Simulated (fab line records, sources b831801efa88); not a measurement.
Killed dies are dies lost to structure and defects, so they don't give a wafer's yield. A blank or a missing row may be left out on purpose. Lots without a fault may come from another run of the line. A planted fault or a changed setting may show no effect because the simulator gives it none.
A struck lot beside a sound one | flow gf180mcu | 16 steps out of a route of 602
Sound: wafers L661.1, L661.3, L661.4. Struck: wafers L665.1, L665.3, L665.4. The cause comes at the end.
At each step with rows: each side's tool, then ch and its chambers, then its first start. Under that, the readings that differ: sound wafers | struck wafers | difference of the means | sigmas: that difference in standard deviations of wafers without a fault.
alike: readings whose means differ by less than 2 such deviations, and words and numbers that are the same on both sides. not compared: withheld readings, readings that some wafer has no value for, bounds like >300 that may hide the same value, and numbers for which the record gives no deviation and whose values overlap.
The two part at a step that has a row with sigmas, a row that says differs or no value, or rows on one side only. Numbers that don't overlap but have no deviation are shown without sigmas and don't part them. A reading that every wafer of one side lacks parts them only if that side has two wafers or more.

GF_V4_CMP_04: polishes SiO2.
  sound on cmp-01 ch 1,2,3, day 24 00:34; struck on cmp-02 ch 0,2,3, day 25 13:22
  alike: motor_current_A, time_to_endpoint_s
GF_V4_BOW_MEAS_05:
  sound on film_metro-04, day 24 00:52; struck on film_metro-02, day 25 13:40
  alike: V4_BOW
then, 8 steps without rows for these wafers: GF_V4_DEHYDRATE_06 (time 60 s); GF_V4_HMDS_07 (prime time 60 s); GF_V4_COAT_08; GF_V4_COAT_09 (resist thk 1000 nm); GF_V4_SOFTBAKE_10 (time 60 s); GF_V4_EXPOSE_11 (exposes mask Via4, target cd 260 nm); GF_V4_PEB_12 (peb time 90 s); GF_V4_DEVELOP_13 (develop time 60 s).
GF_V4_CD_MEAS_14: target cd 260 nm.
  sound on cd_sem-02, day 24 23:34; struck on cd_sem-02, day 26 10:49
  alike: cd_nm
GF_V4_OVL_MEAS_15:
  sound on overlay-01, day 24 23:41; struck on overlay-02, day 26 10:56
  alike: V4_OVL
GF_V4_ETCH_16: etches BARC in N2/H2.
  sound on rie_diel-02 ch 1,2,3, day 24 23:43; struck on rie_diel-01 ch 0,1,3, day 26 10:58
  no value came back on the struck wafers for any of 5 readings (bias_w (W), chamber_pressure_mTorr (mTorr) and others); on the sound wafers bias_w (W) reads 99.65 100.42 99.62
GF_V4_ETCH_17: etches SiO2 in C4F8/O2/Ar, stops on TiN, target depth 630 nm.
  sound on rie_diel-02 ch 1,2,3; struck on rie_diel-01 ch 0,1,3
  reading               | sound             | struck            | difference | sigmas
  oes_product_au (a.u.) | 0.850 0.853 0.853 | 0.379 0.371 0.376 | -0.477     | -93
  alike: bias_w, chamber_pressure_mTorr
GF_V4_STRIP_18: strips in O2/N2.
  sound on plasma_asher-01 ch 0,1, day 24 23:51; struck on plasma_asher-01 ch 0,1, day 26 11:06
  reading               | sound             | struck            | difference | sigmas
  oes_product_au (a.u.) | 0.592 0.596 0.598 | 0.613 0.605 0.608 | +0.013     | +3
  alike: drypump_motor_current_A, heater_power_w
  not compared: rf_hours_counter_h
then, 1 step without rows for these wafers: GF_V4_STRIP_19 (strips in post etch residue remover, time 1200 s).

WHERE THEY PART
First at GF_V4_ETCH_16; last, within this record, at GF_V4_STRIP_18.

WHY: what the simulator had put in
Skipped step whole: rie_diel-01, from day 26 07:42 on, at GF_V4_ETCH_16. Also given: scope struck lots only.
